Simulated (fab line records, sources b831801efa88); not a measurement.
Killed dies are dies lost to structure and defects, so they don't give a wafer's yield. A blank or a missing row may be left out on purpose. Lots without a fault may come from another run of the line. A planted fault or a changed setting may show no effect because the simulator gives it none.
A struck lot beside a sound one | flow sky130 | 33 steps out of a route of 708
Sound: wafers L603.2, L603.3, L603.6. Struck: wafers L595.1, L595.3, L595.5. The cause comes at the end.
At each step with rows: each side's tool, then ch and its chambers, then its first start. Under that, the readings that differ: sound wafers | struck wafers | difference of the means | sigmas: that difference in standard deviations of wafers without a fault.
alike: readings whose means differ by less than 2 such deviations, and words and numbers that are the same on both sides. not compared: withheld readings, readings that some wafer has no value for, bounds like >300 that may hide the same value, and numbers for which the record gives no deviation and whose values overlap.
The two part at a step that has a row with sigmas, a row that says differs or no value, or rows on one side only. Numbers that don't overlap but have no deviation are shown without sigmas and don't part them. A reading that every wafer of one side lacks parts them only if that side has two wafers or more.

first, 7 steps without rows for these wafers: SKY_SONOS_TUNNEL_DEVELOP_06 (develop time 60 s); SKY_SONOS_TUNNEL_IMPLANT_09; SKY_SONOS_TUNNEL_WET_ETCH_10 (etches SiO2 in dHF, target depth 14 nm, time 280 s); SKY_SONOS_TUNNEL_STRIP_11 (strips in SPM, time 600 s); SKY_SONOS_TUNNEL_CLEAN_13 (cleans in dHF, time 20 s); SKY_SONOS_ONO_OXIDATION_00 (stabilise 600 s, purge 300 s, target thk 2.6 nm); SKY_SONOS_ONO_CVD_02 (deposits Si3N4 from DCS/NH3, target thk 10.5 nm, time 180 s).
SKY_SONOS_ONO_CVD_04: deposits SiO2 from SiH4/N2O, target thk 5.7199 nm.
  sound on lpcvd-03 ch 0, day 18 09:58; struck on lpcvd-03 ch 1, day 15 08:40
  reading                                    | sound             | struck            | difference | sigmas
  spike_tc_bottom_C (C)                      | 918.2 917.2 919.6 | 908.8 908.2 908.4 | -9.9       | -5
  spike_tc_centre_C (C)                      | 901.1 900.8 900.7 | 895.9 897.9 894.6 | -4.7       | -5
  spike_tc_lower_C (C)                       | 901.7 901.4 902.3 | 933.0 932.4 932.9 | +31.0      | +22
  zone_power_bottom_pct (%)                  | 28.5 28.4 28.2    | 20.1 20.1 20.1    | -8.3       | -6
  zone_power_centre_pct (%)                  | 16.8 16.4 16.7    | 12.1 12.1 12.3    | -4.5       | -6
  zone_power_lower_pct (%)                   | 21.2 21.5 21.5    | 28.3 27.8 28.6    | +6.8       | +3
  model.SiO2_of_SONOS_ONO_CVD_04.thk_nm (nm) | 5.558 5.562 5.608 | 6.623 6.1 5.755   | +0.583     |
SKY_SONOS_ONO_THK_MEAS_05:
  sound on film_metro-03, day 18 11:14; struck on film_metro-04, day 15 10:08
  reading                   | sound          | struck         | difference | sigmas
  SONOS_ONO_CVD_04_THK (nm) | 5.57 5.54 5.64 | 6.63 6.10 5.75 | +0.58      | +5
  not compared: hold
then, 22 steps without rows for these wafers: SKY_SONOS_ONO_HMDS_07 (prime time 60 s); SKY_SONOS_ONO_COAT_08 (resist thk 1140 nm); SKY_SONOS_ONO_SOFTBAKE_09 (time 60 s); SKY_SONOS_ONO_EXPOSE_10 (exposes mask ONOM, target cd 410 nm); SKY_SONOS_ONO_PEB_11; SKY_SONOS_ONO_DEVELOP_12 (develop time 60 s); SKY_SONOS_ONO_ETCH_15 (etches the open film in CHF3/O2, target depth 19.52 nm, time 7.8 s); SKY_SONOS_ONO_WET_ETCH_16 (etches SiO2 in dHF, target depth 14 nm, time 280 s); SKY_SONOS_ONO_STRIP_17 (strips in O2/N2); SKY_SONOS_ONO_WET_ETCH_18 (etches Si3N4 in H3PO4, target depth 15 nm, time 172 s); SKY_GATE_OXIDE_CLEAN_00 (cleans in SC1/SC2, time 150 s); SKY_GATE_OXIDE_OXIDATION_01 (stabilise 600 s, purge 300 s, target thk 10.268 nm); SKY_GATE_OXIDE_DEHYDRATE_03 (time 60 s); SKY_GATE_OXIDE_HMDS_04 (prime time 60 s); SKY_GATE_OXIDE_COAT_05 (resist thk 1140 nm); SKY_GATE_OXIDE_SOFTBAKE_06 (time 60 s); SKY_GATE_OXIDE_EXPOSE_07 (exposes mask LVOM, target cd 600 nm); SKY_GATE_OXIDE_PEB_08; SKY_GATE_OXIDE_DEVELOP_09 (develop time 60 s); SKY_GATE_OXIDE_IMPLANT_11; SKY_GATE_OXIDE_WET_ETCH_12 (etches SiO2 in dHF, target depth 16.8 nm, time 336 s); SKY_GATE_OXIDE_STRIP_13 (strips in O2/N2).
-- the record jumps here: 2 days lie between the struck wafers' starts before and after --
SKY_GATE_OXIDE_CLEAN_15: cleans in SC1/SC2, time 150 s.
  sound on wet_bench-01 ch 3, day 21 02:17; struck on wet_bench-02 ch 3, day 17 22:04
  reading                                    | sound             | struck            | difference | sigmas
  model.SiO2_of_SONOS_ONO_CVD_04.thk_nm (nm) | 4.041 4.041 4.083 | 5.133 4.605 4.265 | +0.613     |
  alike: temp_c
-- the record jumps here: 31 days lie between the struck wafers' starts before and after (it left off in module GATE_OXIDE and takes up again in module PAD_OPEN, whose first step shown is number 708 of the route) --
SKY_PAD_OPEN_PROBE_99:
  sound on prober-01, day 50 11:38; struck on prober-02, day 48 16:01
  reading                                 | sound                | struck               | difference | sigmas
  model.etest.sonos_uncharged.r_on_ohm_um | 767.1 795.7 799.7    | 865.7 809 817.7      | +43.3      |
  model.etest.cap_ono.gate_log10_a_cm2    | -7.693 -7.742 -7.783 | -9.252 -8.582 -8.06  | -0.892     |
  model.etest.cap_ono.gate_bv_v (V)       | 15.89 15.98 16.06    | 18.08 16.84 16.53    | +1.17      |
  model.etest.cap_ono.tox_acc_nm (nm)     | 12.7 12.71 12.71     | 13.93 13.34 12.98    | +0.71      |
  model.etest.sonos_programmed.vt_v (V)   | 1.491 1.547 1.553    | 0.8418 1.237 1.407   | -0.3684    |
  model.etest.sonos_erased.vt_v (V)       | -2.415 -2.363 -2.34  | -1.651 -2.035 -2.245 | +0.396     |
  alike: killed_at_M0_to_M3, killed_at_M4_up, killed_at_contacts, killed_at_front_end, killed_at_other, killed_dies, killed_open, killed_short
  not compared: model.etest.sonos_erased.drive_ua_um, model.etest.sonos_programmed.off_log10_a_um

WHERE THEY PART
First at SKY_SONOS_ONO_CVD_04; last, within this record, at SKY_SONOS_ONO_THK_MEAS_05. Later steps at which nothing parts them and some readings are alike: SKY_GATE_OXIDE_CLEAN_15, SKY_PAD_OPEN_PROBE_99.

WHY: what the simulator had put in
Process parameter drift: lpcvd-03, from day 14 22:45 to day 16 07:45, at SKY_SONOS_ONO_CVD_04. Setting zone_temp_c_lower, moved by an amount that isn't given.
